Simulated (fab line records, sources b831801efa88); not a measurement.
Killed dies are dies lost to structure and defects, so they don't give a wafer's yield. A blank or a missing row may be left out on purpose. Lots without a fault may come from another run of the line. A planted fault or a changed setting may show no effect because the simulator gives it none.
Which tool did it? | flow sky130 | 12 lots, 36 wafers sampled, at 3 steps of a route of 708

WHAT THE GAUGES READ, wafer by wafer
SKY_VIA3_THK_MEAS_01. Usual: VIA3_HDPCVD_THK 1595 nm, standard deviation 18.
lot  | measured     | on            | VIA3_HDPCVD_THK (nm) | flag
L331 | day 38 22:05 | film_metro-04 | 1579 1577 1551       |
L333 | day 39 15:29 | film_metro-01 | 1603 1593 1602       |
L334 | day 39 22:10 | film_metro-04 | 1576 1602 1558       |
L335 | day 40 06:55 | film_metro-01 | 1615 1586 1601       |
L336 | day 40 13:43 | film_metro-01 | 1586 1600 1574       |
L338 | day 41 02:30 | film_metro-04 | 1638 1620 1649       |
L339 | day 41 07:56 | film_metro-02 | 1607 1608 1590       |
L340 | day 41 23:49 | film_metro-04 | 1602 1590 1599       |
L342 | day 42 10:40 | film_metro-01 | 1603 1596 1572       |
L346 | day 43 13:41 | film_metro-02 | 1597 1579 1592       |
L347 | day 43 15:26 | film_metro-01 | 1590 1565 1563       |
L348 | day 43 22:02 | film_metro-01 | 1571 1566 1587       |

SKY_CAP2M_RS_MEAS_03: measures by four-point-probe. Usual: CAP2M_TIN_RS 6.92 ohm/sq, standard deviation 0.076.
lot  | measured     | on            | CAP2M_TIN_RS (ohm/sq) | flag
L331 | day 40 01:19 | film_metro-04 | 6.92 6.94 6.97        |
L333 | day 40 17:44 | film_metro-03 | 6.97 6.90 6.97        |
L334 | day 41 00:38 | film_metro-04 | 6.93 6.95 6.91        |
L335 | day 41 09:14 | film_metro-04 | 6.93 7.00 6.91        |
L336 | day 41 15:36 | film_metro-04 | 6.85 6.79 6.86        |
L338 | day 42 04:31 | film_metro-02 | 6.98 6.94 7.06        |
L339 | day 42 10:15 | film_metro-03 | 7.02 6.89 6.95        |
L340 | day 43 00:47 | film_metro-02 | 6.99 6.90 6.95        |
L342 | day 43 11:53 | film_metro-04 | 7.01 6.97 6.91        |
L346 | day 44 14:26 | film_metro-02 | 6.91 6.80 6.91        |
L347 | day 44 16:26 | film_metro-04 | 6.87 6.82 6.82        |
L348 | day 44 22:20 | film_metro-04 | 6.78 6.83 6.73        |

WHICH TOOL RAN EACH LOT (tool, then ch and the chambers of the sampled wafers, then the start)
lot  | SKY_LDD_HVN_STRIP_09
L331 | plasma_asher-03 ch 0,1, day 20 16:10
L333 | plasma_asher-02 ch 0,1, day 21 14:34
L334 | plasma_asher-04 ch 0,1, day 21 22:08
L335 | plasma_asher-03 ch 0,1, day 22 08:31
L336 | plasma_asher-04 ch 0,1, day 22 17:29
L338 | plasma_asher-03 ch 0,1, day 23 12:25
L339 | plasma_asher-04 ch 0,1, day 23 14:25
L340 | plasma_asher-03 ch 0,1, day 24 12:46
L342 | plasma_asher-03 ch 0,1, day 25 00:23
L346 | plasma_asher-03 ch 0,1, day 26 12:55
L347 | plasma_asher-03 ch 0,1, day 26 14:16
L348 | plasma_asher-04 ch 0,1, day 27 01:08
- SKY_LDD_HVN_STRIP_09: strips in O2/N2.

WHAT THE TOOLS THEMSELVES READ (means of the sampled wafers that have a number; where no wafer has one, the mark that the record gives instead)
SKY_LDD_HVN_STRIP_09. Usual: chamber_pressure_mTorr 1500.0 mTorr, standard deviation 1.3; drypump_motor_current_A 5.5 A, standard deviation 0.4; oes_product_au 0.409 a.u., standard deviation 0.0041; strip_time_to_endpoint_s 4.136 s, standard deviation 0.014.
lot  | tool            | chamber_pressure_mTorr (mTorr) | drypump_motor_current_A (A) | oes_product_au (a.u.) | strip_time_to_endpoint_s (s) | flag
L331 | plasma_asher-03 | 1499.6                         | 5.6                         | 0.409                 | 4.127                        |
L333 | plasma_asher-02 | 1500.5                         | 5.4                         | 0.407                 | 4.136                        |
L334 | plasma_asher-04 | 1500.3                         | 5.3                         | 0.407                 | 4.138                        |
L335 | plasma_asher-03 | 1500.2                         | 5.6                         | 0.409                 | 4.150                        |
L336 | plasma_asher-04 | 1500.2                         | 5.6                         | 0.408                 | 4.143                        |
L338 | plasma_asher-03 | 1502.0                         | 5.6                         | 0.413                 | 4.120                        |
L339 | plasma_asher-04 | 1499.6                         | 5.7                         | 0.412                 | 4.138                        |
L340 | plasma_asher-03 | 1499.6                         | 5.6                         | 0.406                 | 4.138                        |
L342 | plasma_asher-03 | 1499.8                         | 5.3                         | 0.408                 | 4.141                        |
L346 | plasma_asher-03 | 1500.5                         | 5.3                         | 0.407                 | 4.144                        |
L347 | plasma_asher-03 | 1499.4                         | 5.4                         | 0.406                 | 4.142                        |
L348 | plasma_asher-04 | 1499.8                         | 5.7                         | 0.408                 | 4.120                        |

THE ANSWER, worked out from the rows above alone
Rule: a lot is off if the mean of its wafers that have a number lies more than 3 standard deviations from the usual mean. A lot without any number at a reading at which 4 lots or more have one is off too. The other lots that the step has rows for count as sound. The gauges are gone through in route order, then the tools' own readings, and for those a lot's mean is taken as printed above. The first step at which some lot is off is used, and at that step the reading that is off furthest; a lot without a number counts as furthest.
No lot is off at any reading shown: from this, nothing can be told.

WHAT THE SIMULATOR HAD PUT IN
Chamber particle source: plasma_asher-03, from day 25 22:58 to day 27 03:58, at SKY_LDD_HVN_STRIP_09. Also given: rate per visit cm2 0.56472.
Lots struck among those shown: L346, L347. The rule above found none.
